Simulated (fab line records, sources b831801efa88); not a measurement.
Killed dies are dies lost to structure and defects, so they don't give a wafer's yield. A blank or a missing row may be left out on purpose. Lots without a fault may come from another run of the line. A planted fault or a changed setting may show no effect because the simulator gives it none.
Which tool did it? | flow sky130 | 12 lots, 36 wafers sampled, at 5 steps of a route of 708

WHAT THE GAUGES READ, wafer by wafer
SKY_CAP2M_THK_MEAS_04: measures by xrf.
lot  | measured     | on            | CAP2M_TIN_THK (nm)
L306 | day 40 13:28 | film_metro-03 | 197.5 197.5 197.1
L311 | day 43 04:25 | film_metro-04 | 203.1 201.3 201.5
L312 | day 43 06:29 | film_metro-04 | 201.2 201.5 200.5
L313 | day 43 08:27 | film_metro-04 | 202.6 200.3 202.8
L317 | day 43 18:28 | film_metro-03 | 200.2 199.6 199.8
L316 | day 44 03:31 | film_metro-03 | 198.9 201.0 197.7
L321 | day 45 04:38 | film_metro-01 | 196.3 194.5 195.1
L322 | day 45 07:28 | film_metro-03 | 200.2 197.0 200.6
L323 | day 45 08:07 | film_metro-03 | 199.4 202.4 201.9
L324 | day 45 14:00 | film_metro-01 | 202.8 202.1 205.0
L325 | day 46 07:00 | film_metro-03 | 197.2 195.4 199.2
L327 | day 46 11:42 | film_metro-01 | 201.8 203.2 201.0

SKY_CAP2M_OVL_MEAS_12.
lot  | measured     | on         | CAP2M_OVL (nm)
L306 | day 41 12:53 | overlay-02 | 0.4 -0.4 0.1
L311 | day 44 03:12 | overlay-01 | 0.9 -0.4 -0.4
L312 | day 44 04:44 | overlay-02 | -2.4 -3.4 -2.1
L313 | day 44 07:05 | overlay-01 | 244.7 243.4 242.3
L317 | day 44 17:44 | overlay-01 | 244.8 243.0 244.5
L316 | day 45 01:29 | overlay-02 | 244.6 243.8 243.6
L321 | day 46 01:56 | overlay-02 | -0.8 -1.2 -1.1
L322 | day 46 04:17 | overlay-02 | 0.2 0.7 -0.3
L323 | day 46 04:50 | overlay-02 | 1.5 1.4 1.9
L324 | day 46 10:11 | overlay-02 | -1.1 -3.1 -1.6
L325 | day 47 02:55 | overlay-02 | -1.6 -2.0 0.3
L327 | day 47 06:50 | overlay-02 | 0.7 1.4 1.4

SKY_METAL4_CD_MEAS_13: target cd 300 nm.
lot  | measured     | on        | cd_nm (nm)
L306 | day 42 13:51 | cd_sem-02 | 299.4 298.4 299.1
L311 | day 45 01:52 | cd_sem-01 | 300.5 301.2 299.1
L312 | day 45 03:27 | cd_sem-01 | 301.2 299.9 299.7
L313 | day 45 05:54 | cd_sem-01 | 301.0 299.8 299.3
L317 | day 45 16:03 | cd_sem-02 | 299.6 301.7 300.1
L316 | day 45 23:17 | cd_sem-01 | 299.8 299.8 301.1
L321 | day 46 23:23 | cd_sem-02 | 299.7 299.0 300.5
L322 | day 47 00:44 | cd_sem-02 | 300.8 299.0 300.6
L323 | day 47 02:08 | cd_sem-02 | 300.4 300.5 301.2
L324 | day 47 06:32 | cd_sem-02 | 300.4 299.9 299.8
L325 | day 47 23:19 | cd_sem-02 | 300.8 301.0 301.8
L327 | day 48 03:26 | cd_sem-02 | 298.6 297.9 299.5

WHICH TOOL RAN EACH LOT (tool, then ch and the chambers of the sampled wafers, then the start)
lot  | SKY_METAL3_DESCUM_15              | SKY_CAP2M_EXPOSE_09
L306 | rie_metal-02 ch 0,1, day 39 08:53 | iline_stepper-02 ch 0, day 41 01:12
L311 | rie_metal-01 ch 0,1, day 42 00:54 | iline_stepper-01 ch 0, day 43 16:07
L312 | rie_metal-01 ch 0,1, day 42 02:38 | iline_stepper-01 ch 0, day 43 18:15
L313 | rie_metal-01 ch 0, day 42 04:56   | iline_stepper-01 ch 0, day 43 20:37
L317 | rie_metal-01 ch 0,1, day 42 15:41 | iline_stepper-01 ch 0, day 44 06:12
L316 | rie_metal-02 ch 0,1, day 43 00:35 | iline_stepper-01 ch 0, day 44 14:26
L321 | rie_metal-01 ch 0,1, day 44 02:02 | iline_stepper-02 ch 0, day 45 15:54
L322 | rie_metal-04 ch 0,1, day 44 05:14 | iline_stepper-02 ch 0, day 45 18:42
L323 | rie_metal-01 ch 0,1, day 44 06:11 | iline_stepper-02 ch 0, day 45 19:23
L324 | rie_metal-02 ch 0,1, day 44 09:50 | iline_stepper-02 ch 0, day 46 00:32
L325 | rie_metal-04 ch 0,1, day 45 03:57 | iline_stepper-02 ch 0, day 46 17:38
L327 | rie_metal-04 ch 0,1, day 45 08:45 | iline_stepper-02 ch 0, day 46 22:25
- SKY_METAL3_DESCUM_15: chemistry O2, time 8 s.
- SKY_CAP2M_EXPOSE_09: exposes mask CAP2M, target cd 1000 nm.

WHAT THE TOOLS THEMSELVES READ (means of the sampled wafers that have a number; where no wafer has one, the mark that the record gives instead)
SKY_METAL3_DESCUM_15.
lot  | tool         | drypump_motor_current_A (A) | oes_product_au (a.u.)
L306 | rie_metal-02 | 4.9                         | 0.993
L311 | rie_metal-01 | 5.9                         | 0.989
L312 | rie_metal-01 | 5.9                         | 0.985
L313 | rie_metal-01 | 6.5                         | 1.003
L317 | rie_metal-01 | 5.8                         | 0.991
L316 | rie_metal-02 | 5.2                         | 0.983
L321 | rie_metal-01 | 6.2                         | 0.991
L322 | rie_metal-04 | 5.8                         | 1.014
L323 | rie_metal-01 | 6.2                         | 0.996
L324 | rie_metal-02 | 5.1                         | 0.991
L325 | rie_metal-04 | 6.1                         | 1.007
L327 | rie_metal-04 | 6.0                         | 1.004

THE ANSWER, worked out from the rows above alone
Rule: what is usual is taken from the lots themselves. Put in order of their means at a reading, lots are off if they are a third of the lots or fewer, leave a main group of 4 or more, and stand apart from it by a gap of 3 or more times the standard deviation of the main group's means; of several such gaps the widest counts. A main group whose means are all the same, to the digits that the tables above print for the reading, isn't used. A lot without any number at a reading at which 4 lots or more have one is off too. The other lots that the step has rows for count as sound. The gauges are gone through in route order, then the tools' own readings, and for those a lot's mean is taken as printed above. The first step at which some lot is off is used, and at that step the reading that is off furthest; a lot without a number counts as furthest.
Off: L313, L317, L316, at SKY_CAP2M_OVL_MEAS_12 (CAP2M_OVL). The main group: mean -0.4 nm, standard deviation 1.3.
A tool fits if, at a process step before that reading, it ran every lot that is off, and no sound lot after the first of them. The gauges at SKY_CAP2M_OVL_MEAS_12 are tried like those tools. One fits: iline_stepper-01 at SKY_CAP2M_EXPOSE_09. Its last sound lot is L312 (day 43 18:15), its first lot that is off L313 (day 43 20:37): a fault that began between those two fits.

WHAT THE SIMULATOR HAD PUT IN
Scanner matching overlay: iline_stepper-01, from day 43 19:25 on, at SKY_CAP2M_EXPOSE_09. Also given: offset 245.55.
Lots struck among those shown: L313, L317, L316. The rule above found the same.
